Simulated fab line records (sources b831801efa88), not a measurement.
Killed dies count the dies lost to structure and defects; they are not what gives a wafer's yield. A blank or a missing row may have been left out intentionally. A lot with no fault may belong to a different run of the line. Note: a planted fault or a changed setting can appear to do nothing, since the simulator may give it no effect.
A struck lot beside a sound one    flow sky130    45 out of 708 route steps
Sound: these wafers, L203.1, L203.3, L203.5. Struck: wafers L207.2, L207.3, L207.4. The cause is given at the end.
For every step that has rows: the tool of each side, followed by ch and its chambers, followed by its first start. Under that, the readings that differ: sound wafers    struck wafers    difference of the means    sigmas: that difference in standard deviations of wafers without a fault.
alike: same words and numbers on both sides, and readings whose means sit less than 2 such deviations apart. not compared: any withheld reading, any reading some wafer has no value for, any bound like >300 that may hide the same value, and any number with overlapping values for which the record gives no deviation.
A row with sigmas, a row that says differs or no value, or rows on one side alone: a step with any of these is where the two part. Numbers that don't overlap but have no deviation are shown without sigmas and don't part them. A reading that every wafer of one side lacks parts them only if that side has two wafers or more.

first, 2 steps without rows for these wafers: SKY_DNWELL_DEVELOP_06 (develop time 60 s); SKY_DNWELL_IMPLANT_07.
SKY_DNWELL_STRIP_08: strips in O2/N2.
  sound on plasma asher-04 ch 1, day 4 02:58; struck on plasma asher-02 ch 0,1, day 4 22:19
  alike: drypump motor current A, oes product au, strip time to endpoint s
  not compared: rf hours counter h
SKY_DNWELL_TW_MEAS_09:
  struck on film metro-03, day 4 22:26; sound on film metro-02, day 4 03:04
  alike: DNWELL_TW
then, 7 steps without rows for these wafers: SKY_PWDE_DEHYDRATE_00 (time 60 s); SKY_PWDE_HMDS_01 (prime time 60 s); SKY_PWDE_COAT_02 (resist thk 3000 nm); SKY_PWDE_SOFTBAKE_03; SKY_PWDE_EXPOSE_04 (exposes mask PWDEM, target cd 840 nm); SKY_PWDE_PEB_05; SKY_PWDE_DEVELOP_06 (develop time 60 s).
SKY_PWDE_OVL_MEAS_07:
  struck on overlay-01, day 5 15:13; sound on overlay-02, day 4 20:13
  alike: PWDE_OVL
SKY_PWDE_IMPLANT_08:
  sound on implanter-02 ch 0, day 4 20:16; struck on implanter-02 ch 0, day 5 15:16
reading             sound                          struck                         difference  sigmas
dose ions cm2       3.601e+12 3.602e+12 3.599e+12  4.042e+12 4.033e+12 4.035e+12  +4.360e+11  +99 or more
faraday current uA  20.1 20.7 19.9                 22.0 23.2 23.5                 +2.7        +7
SKY_PWDE_STRIP_09: strips in O2/N2.
  sound on plasma asher-02 ch 0,1, day 4 20:25; struck on plasma asher-01 ch 0,1, day 5 15:24
  alike: drypump motor current A, oes product au, strip time to endpoint s
  not compared: rf hours counter h
SKY_PWDE_TW_MEAS_10:
  struck on film metro-04, day 5 15:31; sound on film metro-02, day 4 20:31
reading  sound        struck       difference  sigmas
PWDE_TW  379 377 379  389 388 387  +10         +3
then, 7 steps without rows for these wafers: SKY_NWELL_DEHYDRATE_03 (time 60 s); SKY_NWELL_HMDS_04 (prime time 60 s); SKY_NWELL_COAT_05 (resist thk 3000 nm); SKY_NWELL_SOFTBAKE_06; SKY_NWELL_EXPOSE_07 (exposes mask NWM, target cd 840 nm); SKY_NWELL_PEB_08; SKY_NWELL_DEVELOP_09 (develop time 60 s).
SKY_NWELL_OVL_MEAS_10:
  struck on overlay-02, day 6 09:23; sound on overlay-01, day 5 13:49
  alike: NWELL_00_OVL
then, 3 steps without rows for these wafers: SKY_NWELL_IMPLANT_11; SKY_NWELL_IMPLANT_12; SKY_NWELL_IMPLANT_13.
SKY_NWELL_STRIP_14: strips in O2/N2.
  sound on plasma asher-03 ch 0, day 5 14:19; struck on plasma asher-04 ch 0,1, day 6 09:52
  alike: drypump motor current A, oes product au, strip time to endpoint s
  not compared: rf hours counter h
SKY_NWELL_TW_MEAS_15:
  struck on film metro-02, day 6 09:58; sound on film metro-03, day 5 14:25
  alike: NWELL_TW
then, 7 steps without rows for these wafers: SKY_NWELL_DEHYDRATE_16 (time 60 s); SKY_NWELL_HMDS_17 (prime time 60 s); SKY_NWELL_COAT_18 (resist thk 3000 nm); SKY_NWELL_SOFTBAKE_19; SKY_NWELL_EXPOSE_20 (exposes mask NWM COMPLEMENT, target cd 840 nm); SKY_NWELL_PEB_21; SKY_NWELL_DEVELOP_22 (develop time 60 s).
SKY_NWELL_OVL_MEAS_23:
  struck on overlay-02, day 7 05:06; sound on overlay-02, day 6 08:19
  alike: NWELL_01_OVL
following that, these wafers have no rows for 1 step: SKY_NWELL_IMPLANT_24.
SKY_NWELL_STRIP_25: strips in O2/N2.
  sound on plasma asher-03 ch 0,1, day 6 08:29; struck on plasma asher-04 ch 0,1, day 7 05:17
  alike: drypump motor current A, oes product au, strip time to endpoint s
  not compared: rf hours counter h
SKY_NWELL_TW_MEAS_26:
  struck on film metro-04, day 7 05:23; sound on film metro-04, day 6 08:35
  alike: NWELL_2_TW
then, 1 step without rows for these wafers: SKY_NWELL_CLEAN_27 (cleans in SC1/SC2, time 150 s).
SKY_NWELL_RTA_28: time 30 s.
  sound on rtp anneal-01 ch 0, day 6 08:42; struck on rtp anneal-02 ch 0, day 7 05:31
  alike: anneal temp c max, lamp power pct, wafer_temp_C_max
SKY_NWELL_RS_MEAS_29: uses a four-point probe to measure.
  struck on film metro-02, day 7 05:37; sound on film metro-04, day 6 08:54
  alike: NWELL_RS
SKY_NWELL_RS_MEAS_31: uses a four-point probe to measure.
  struck on film metro-02, day 7 06:16; sound on film metro-04, day 6 09:08
reading           sound           struck          difference  sigmas
PWDE_RS (ohm/sq)  5292 5289 5301  4822 4830 4802  -476        -30
  not compared: hold
SKY_VT_ADJUST_HVTP_DEHYDRATE_00: time 60 s.
  sound on litho track-04 ch 0, day 6 18:19; struck on litho track-03 ch 0, day 7 15:01
reading  sound  struck                                                                      difference                    sigmas
hold     - - -  await dispo/3.2h/release await dispo/3.2h/release await dispo/3.2h/release  no value on the sound wafers  
-- here the record skips 40 days between the struck wafers' starts before and after, leaving off in module VT_ADJUST_HVTP and picking up in module PAD_OPEN (first step shown: number 708 of the route) --
SKY_PAD_OPEN_PROBE_99:
  struck on prober-02, day 47 18:32; sound on prober-02, day 46 20:52
reading                                    sound           struck          difference  sigmas
model.etest.res pwde under gate.rs ohm sq  6174 6224 6227  5579 5512 5528  -669        
  alike: killed_at_M0_to_M3, killed_at_M4_up, killed at contacts, killed at front end, killed at other, killed dies, killed open, killed short
  not compared: model.etest.res_p_drift_20v.line ohm um, model.etest.res_p_drift_20v.rs ohm sq

## WHERE THEY PART
At SKY_PWDE_IMPLANT_08 first; at SKY_VT_ADJUST_HVTP_DEHYDRATE_00 last (within this record only). Later steps at which nothing parts them and some readings are alike: SKY_PAD_OPEN_PROBE_99.

WHY: what had been put in by the simulator
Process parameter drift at SKY_PWDE_IMPLANT_08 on implanter-02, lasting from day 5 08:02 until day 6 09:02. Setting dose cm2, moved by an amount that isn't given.
